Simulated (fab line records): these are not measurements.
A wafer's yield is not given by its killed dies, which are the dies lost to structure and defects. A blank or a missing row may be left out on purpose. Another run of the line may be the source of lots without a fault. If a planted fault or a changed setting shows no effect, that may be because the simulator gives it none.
Struck lot and sound lot, side by side | flow sfq_line | 14 out of 325 route steps
Sound: the wafers L717.1, L717.3, L717.4. Struck: wafers L729.5, L729.6. (L729.2 of the same lot was not struck and is left out.) The cause comes at the end.
For every step that has rows: the tool of each side, followed by ch and its chambers, followed by its first start. Under that, the readings that differ: sound wafers | struck wafers | difference of the means | sigmas: that difference in standard deviations of wafers without a fault.
alike: same words and numbers on both sides, and readings whose means sit less than 2 such deviations apart. not compared: any withheld reading, any reading some wafer has no value for, any bound like >300 that may hide the same value, and any number with overlapping values for which the record gives no deviation.
A row with sigmas, a row that says differs or no value, or rows on one side alone: a step with any of these is where the two part. Numbers that have no deviation but don't overlap get no sigmas and don't part them. A reading missing from all wafers of one side parts the sides only when that side holds two or more wafers.

first, 6 steps without rows for these wafers: SFQ_TRILAYER_M1_LITHO_COAT_044 (resist thk 62 nm); SFQ_TRILAYER_M1_LITHO_COAT_039 (resist thk 600 nm); SFQ_TRILAYER_M1_LITHO_SOFTBAKE_043; SFQ_TRILAYER_M1_LITHO_EXPOSE_040 (exposes mask M1, target cd 500 nm); SFQ_TRILAYER_M1_LITHO_PEB_042 (peb time 60 s); SFQ_TRILAYER_M1_LITHO_DEVELOP_041 (time 60 s).
SFQ_M1_OVL_MEAS_911:
  sound: overlay-02 at day 12 05:54; struck: overlay-01 at day 15 16:55
  alike: M1_OVL
SFQ_TRILAYER_M1_BARC_OPEN_METAL_ETCH_054: etches BARC in O2, target depth 125 nm, time 41.7 s.
  sound on rie_metal-04 ch 0,1, day 12 05:56; struck on rie_metal-04 ch 0,1, day 15 16:56
  alike: drypump_motor_current_A, oes_product_au, rf_fwd_power_W
  not compared: rf_hours_counter_h
SFQ_TRILAYER_M1_ETCH_METAL_ETCH_042: etches Nb in Cl2/Ar, stops on SiO2, target depth 240 nm, time 120 s.
  sound on rie_metal-04 ch 0,1, day 12 05:59; struck on rie_metal-04 ch 0,1, day 15 17:00
  alike: drypump_motor_current_A, oes_product_au, rf_fwd_power_W
  not compared: rf_hours_counter_h
SFQ_TRILAYER_M1_STRIP_STRIP_043: strips in O2.
  sound on rie_metal-04 ch 0,1, day 12 06:07; struck on rie_metal-04 ch 0,1, day 15 17:07
  alike: drypump_motor_current_A, oes_product_au
  not compared: rf_hours_counter_h
then, 1 step without rows for these wafers: SFQ_TRILAYER_M1_STRIP_SOLV_CLEAN_044 (cleans in NMP, time 600 s).
SFQ_TRILAYER_I1_DEP_PECVD_045: deposits SiO2 from SiH4/N2O, time 111.11 s, target thk 500 nm.
  sound on pecvd-04 ch 0,1, day 12 06:53; struck on pecvd-02 ch 1,2, day 15 17:54
  no value came back on the struck wafers for rf_fwd_power_W (W), susceptor_temp_C (C); on the sound wafers rf_fwd_power_W (W) reads 181.9 182.9 181.9
  reading                                             | sound             | struck      | difference | sigmas
  run_length_s (s)                                    | 138.1 139.7 138.6 | 133.4 132.1 | -6.0       | -9
  model.SiO2_of_TRILAYER_I1_DEP_PECVD_045.thk_nm (nm) | 491.9 497.4 504.8 | 464 469.1   | -31        |
  alike: heater_power_w, throttle_valve_pct
SFQ_TRILAYER_I1_CMP_CMP_046: polishes SiO2.
  sound on cmp-02 ch 0,1,2, day 12 20:05; struck on cmp-01 ch 1,2, day 15 21:35
  alike: motor_current_A, time_to_endpoint_s
SFQ_I1_BOW_MEAS_912:
  sound: film_metro-03 at day 12 23:05; struck: film_metro-03 at day 15 22:36
  alike: I1_BOW

== WHERE THEY PART ==
Only at SFQ_TRILAYER_I1_DEP_PECVD_045, as far as this record shows. Later steps at which nothing parts them and some readings are alike: SFQ_TRILAYER_I1_CMP_CMP_046, SFQ_I1_BOW_MEAS_912.

WHY: the cause the simulator had injected
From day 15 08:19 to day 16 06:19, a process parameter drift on pecvd-02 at SFQ_TRILAYER_I1_DEP_PECVD_045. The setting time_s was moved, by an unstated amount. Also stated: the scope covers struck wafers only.
